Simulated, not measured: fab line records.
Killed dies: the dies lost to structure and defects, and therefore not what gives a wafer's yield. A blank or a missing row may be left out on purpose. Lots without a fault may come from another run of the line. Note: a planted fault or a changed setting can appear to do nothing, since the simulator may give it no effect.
Which tool is to blame? -- flow sky130 -- Sampling: 9 lots, 27 wafers, 5 of 708 route steps

## WHAT THE GAUGES READ, wafer by wafer
SKY_PWDE_OVL_MEAS_07.
lot,measured,on,PWDE_OVL (nm)
L465,day 3 19:22,overlay-02,-0.8 -0.3 1.4
L466,day 3 23:50,overlay-01,0.3 2.0 1.2
L467,day 4 05:17,overlay-02,-0.7 -1.5 -2.6
L475,day 6 04:48,overlay-01,-0.3 0.8 0.4
L477,day 6 16:37,overlay-02,0.2 -0.7 -0.4
L479,day 7 00:45,overlay-02,1.1 1.5 1.3
L480,day 7 12:37,overlay-02,-1.3 0.4 -2.8
L487,day 8 22:06,overlay-01,-0.8 0.3 -1.5
L488,day 9 11:52,overlay-01,-0.6 -2.1 -3.5

SKY_NWELL_OVL_MEAS_23.
lot,measured,on,NWELL_01_OVL (nm)
L465,day 5 07:08,overlay-01,0.1 0.5 -0.2
L466,day 5 11:44,overlay-02,-1.9 -1.2 0.0
L467,day 5 17:26,overlay-01,-0.3 0.8 0.0
L475,day 7 18:41,overlay-01,-2.0 -4.3 -1.7
L477,day 8 10:16,overlay-02,-0.9 -1.0 -1.5
L479,day 8 14:53,overlay-02,-2.2 0.4 -1.2
L480,day 9 06:50,overlay-01,0.5 -0.5 -1.4
L487,day 10 19:07,overlay-02,2.3 2.3 1.6
L488,day 11 09:53,overlay-02,-1.6 0.5 -0.3

SKY_VT_ADJUST_LVTN_OVL_MEAS_18.
lot,measured,on,VT_ADJUST_LVTN_01_OVL (nm)
L465,day 7 16:46,overlay-01,0.8 -0.1 0.1
L466,day 7 18:21,overlay-02,-1.1 -2.0 -2.5
L467,day 8 08:38,overlay-01,-1.6 -1.3 -0.4
L475,day 10 13:23,overlay-01,-2.1 -1.8 -2.6
L477,day 11 05:28,overlay-01,-1.4 0.6 -0.2
L479,day 11 11:31,overlay-02,-2.0 -2.3 -0.6
L480,day 12 03:31,overlay-02,-1.6 -1.5 -2.5
L487,day 13 21:26,overlay-01,-2.4 -2.6 -1.0
L488,day 14 13:26,overlay-01,-1.6 0.3 -0.4

SKY_VT_ADJUST_NCORE_TW_MEAS_11.
lot,measured,on,VT_ADJUST_NCORE_TW
L465,day 8 13:43,film metro-04,224.3 224.1 222.9
L466,day 8 15:34,film metro-02,217.4 216.9 218.1
L467,day 9 06:06,film metro-03,218.0 218.8 218.3
L475,day 11 13:08,film metro-04,208.6 207.4 207.6
L477,day 12 06:35,film metro-02,203.8 204.2 204.0
L479,day 12 12:23,film metro-03,217.2 217.9 217.0
L480,day 13 03:51,film metro-03,217.6 218.1 217.7
L487,day 15 00:02,film metro-03,217.6 217.3 217.3
L488,day 15 16:52,film metro-02,215.2 215.7 215.4

## WHAT TOOL EACH LOT RAN ON (gives the tool, then ch and the chambers of the sampled wafers, and finally the start)
lot,SKY_VT_ADJUST_NCORE_IMPLANT_09
L465,"implanter-04 ch 0, day 8 13:30"
L466,"implanter-04 ch 0, day 8 15:19"
L467,"implanter-03 ch 0, day 9 05:51"
L475,"implanter-03 ch 0, day 11 12:53"
L477,"implanter-03 ch 0, day 12 06:23"
L479,"implanter-02 ch 0, day 12 12:10"
L480,"implanter-02 ch 0, day 13 03:37"
L487,"implanter-02 ch 0, day 14 23:47"
L488,"implanter-03 ch 0, day 15 16:37"
- SKY_VT_ADJUST_NCORE_IMPLANT_09

## AS READ BY THE TOOLS THEMSELVES (means over the sampled wafers that have a number; for cases with no such wafer, the mark the record gives instead)
SKY_VT_ADJUST_NCORE_IMPLANT_09.
lot,tool,beam energy keV
L465,implanter-04,9.996
L466,implanter-04,9.999
L467,implanter-03,10.003
L475,implanter-03,7.301
L477,implanter-03,7.301
L479,implanter-02,9.999
L480,implanter-02,9.998
L487,implanter-02,10.002
L488,implanter-03,9.999

## THE ANSWER, worked out from the rows above alone
Rule: the usual values come from the lots themselves. Put in order of their means at a reading, lots are off if they are a third of the lots or fewer, leave a main group of 4 or more, and stand apart from it by a gap of 3 or more times the standard deviation of the main group's means; of several such gaps the widest counts. If all means in a main group match to the digits the tables above print for the reading, that group is not used. Also off: a lot with no number at a reading for which 4 or more lots have one. The other lots that the step has rows for count as sound. First the gauges in route order, then the tools' own readings, where a lot's mean is used as printed above. At the first step where some lot is off, the reading lying furthest off is the one used; lots without a number count as furthest.
Off: L475, L477, seen at SKY_VT_ADJUST_NCORE_TW_MEAS_11 (VT_ADJUST_NCORE_TW). For the main group the mean is 218.2 and the standard deviation 2.4.
If a tool, at a process step before that reading, ran all the lots that are off and no sound lot after the first of them, it fits. Not tried: the gauges at SKY_VT_ADJUST_NCORE_TW_MEAS_11; whatever is off there is also off at SKY_VT_ADJUST_NCORE_IMPLANT_09, on other tools, and gauge error can't account for it. Of those tried, none fits.

## WHAT WAS PUT IN BY THE SIMULATOR
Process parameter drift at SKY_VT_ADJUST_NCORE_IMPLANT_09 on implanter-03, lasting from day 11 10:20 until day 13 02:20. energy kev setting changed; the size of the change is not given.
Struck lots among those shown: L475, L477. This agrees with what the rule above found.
